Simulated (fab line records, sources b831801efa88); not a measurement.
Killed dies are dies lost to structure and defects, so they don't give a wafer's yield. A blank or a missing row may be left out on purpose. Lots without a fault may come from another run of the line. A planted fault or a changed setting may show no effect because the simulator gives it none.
Split-lot experiment | flow sfq_line | 5 lots, 27 wafers read, on a route of 325 steps

THE SPLIT
At SFQ_TRILAYER_M6_ETCH_METAL_ETCH_162 (etches Nb in Cl2/Ar, stops on SiO2, target depth 240 nm, time 120 s), the setting time_s was moved away from the recipe's 120 s on 6 of the 27 wafers read, by +43.8% to +59.5%. The other wafers ran this setting at the recipe's value.

The reading is taken at the split's own step.

THE READING
oes_product_au, in a.u., at SFQ_TRILAYER_M6_ETCH_METAL_ETCH_162 (etches Nb in Cl2/Ar, stops on SiO2, target depth 240 nm, time 120 s). Fault-free wafers of this fab line usually give 0.889 a.u., standard deviation 0.0056 a.u..

wafer  | tool, chamber at the split | time_s as run, s | against the recipe | oes_product_au, a.u. | against lot-mates on the recipe
L074.1 | rie_metal-02, 1            | 120              | recipe             | 0.902                | -
L074.2 | rie_metal-02, 0            | 120              | recipe             | 0.894                | -
L074.3 | rie_metal-02, 0            | 120              | recipe             | 0.887                | -
L074.4 | rie_metal-02, 1            | 120              | recipe             | 0.887                | -
L074.5 | rie_metal-02, 1            | 120              | recipe             | 0.887                | -
L074.6 | rie_metal-02, 0            | 120              | recipe             | 0.884                | -
L077.2 | rie_metal-01, 0            | 120              | recipe             | 0.888                | -
L077.4 | rie_metal-01, 0            | 120              | recipe             | 0.894                | -
L077.6 | rie_metal-01, 0            | 120              | recipe             | 0.891                | -
L078.1 | rie_metal-01, 0            | 120              | recipe             | 0.884                | -
L078.2 | rie_metal-01, 1            | 172.6            | +43.8%             | 0.853                | -0.029
L078.3 | rie_metal-01, 1            | 172.6            | +43.8%             | 0.852                | -0.030
L078.4 | rie_metal-01, 0            | 120              | recipe             | 0.881                | -
L078.5 | rie_metal-01, 1            | 120              | recipe             | 0.882                | -
L078.6 | rie_metal-01, 0            | 172.6            | +43.8%             | 0.856                | -0.026
L079.1 | rie_metal-04, 0            | 120              | recipe             | 0.883                | -
L079.2 | rie_metal-04, 1            | 120              | recipe             | 0.885                | -
L079.3 | rie_metal-04, 0            | 120              | recipe             | 0.897                | -
L079.4 | rie_metal-04, 1            | 120              | recipe             | 0.888                | -
L079.5 | rie_metal-04, 1            | 120              | recipe             | 0.884                | -
L079.6 | rie_metal-04, 0            | 120              | recipe             | 0.888                | -
L081.1 | rie_metal-02, 0            | 191.4            | +59.5%             | 0.843                | -0.045
L081.2 | rie_metal-02, 1            | 120              | recipe             | 0.894                | -
L081.3 | rie_metal-02, 1            | 191.4            | +59.5%             | 0.852                | -0.036
L081.4 | rie_metal-02, 0            | 191.4            | +59.5%             | 0.858                | -0.030
L081.5 | rie_metal-02, 0            | 120              | recipe             | 0.879                | -
L081.6 | rie_metal-02, 1            | 120              | recipe             | 0.891                | -

THE FIT
A straight line over all 27 wafers: oes_product_au changes by -0.000677 a.u. for each +1% of time_s; r = -0.93; the points scatter about the line by 0.0059 a.u..
The same after taking each lot's own level away (the mean of its wafers on the recipe; 27 wafers): -0.000633 a.u. for each +1%; r = -0.94; scatter 0.005 a.u..
On that fit, the largest move of time_s shifts the reading by 0.038 a.u..
The lots' own levels span 0.8823 to 0.8910 a.u., that is 1.5 times the standard deviation above.
So the lot-to-lot level changes the slope little: the two slopes agree.
Check: with one of the wafers moved furthest among these (+59.5%) left out of the fit, the line predicts -0.0356 a.u. for it against its lot-mates. It came out at -0.045 a.u. against them.
Tool readings at the split's step, against how far the setting was moved: oes_product_au r = -0.93.

OTHER SPLITS ON THESE WAFERS
These wafers also went through other splits before the reading. Each is held against what the fit with the lots' levels taken away leaves over:
other split on the same wafers                  | wafers away from the commonest value | r with oes_product_au (lot level and that fit taken away)
SFQ_TRILAYER_M3_ETCH_METAL_ETCH_078 time_s      | 9                                    | -0.11
SFQ_TRILAYER_I4_DEP_PECVD_099 time_s            | 12                                   | -0.10
SFQ_TRILAYER_JJ_TRILAYER_DEP_SPUTTER_112 time_s | 12                                   | -0.03
SFQ_TRILAYER_R5_DEP_SPUTTER_132 time_s          | 9                                    | -0.15
SFQ_TRILAYER_I5_BARC_OPEN_VIA_ETCH_200 time_s   | 12                                   | -0.19

THE WHOLE CHAIN: every reading that the file lists as answering this split, in the file's order
step                                | what it does                                                        | reading                                                                                    | change (the file's fit)                    | r (the file's)
SFQ_TRILAYER_M6_ETCH_METAL_ETCH_162 | etches Nb in Cl2/Ar, stops on SiO2, target depth 240 nm, time 120 s | oes_product_au                                                                             | -0.000637 a.u. for each +1% of the setting | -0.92
SFQ_TRILAYER_M6_ETCH_METAL_ETCH_162 | etches Nb in Cl2/Ar, stops on SiO2, target depth 240 nm, time 120 s | KrF_of_TRILAYER_M6_LITHO_COAT_159.thk_nm (the simulator's own value, which no gauge read)  | -1.42 nm for each +1% of the setting       | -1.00
SFQ_TRILAYER_M6_ETCH_METAL_ETCH_162 | etches Nb in Cl2/Ar, stops on SiO2, target depth 240 nm, time 120 s | SiO2_of_TRILAYER_A5C_DEP_PECVD_142.thk_nm (the simulator's own value, which no gauge read) | -0.257 nm for each +1% of the setting      | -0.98
SFQ_TRILAYER_M6_ETCH_METAL_ETCH_162 | etches Nb in Cl2/Ar, stops on SiO2, target depth 240 nm, time 120 s | M6.feature_depth_nm (the simulator's own value, which no gauge read)                       | +0.253 nm for each +1% of the setting      | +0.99

THE FILE'S OWN FIT
oes_product_au changes by -0.000637 a.u. for each +1% of time_s, r = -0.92.
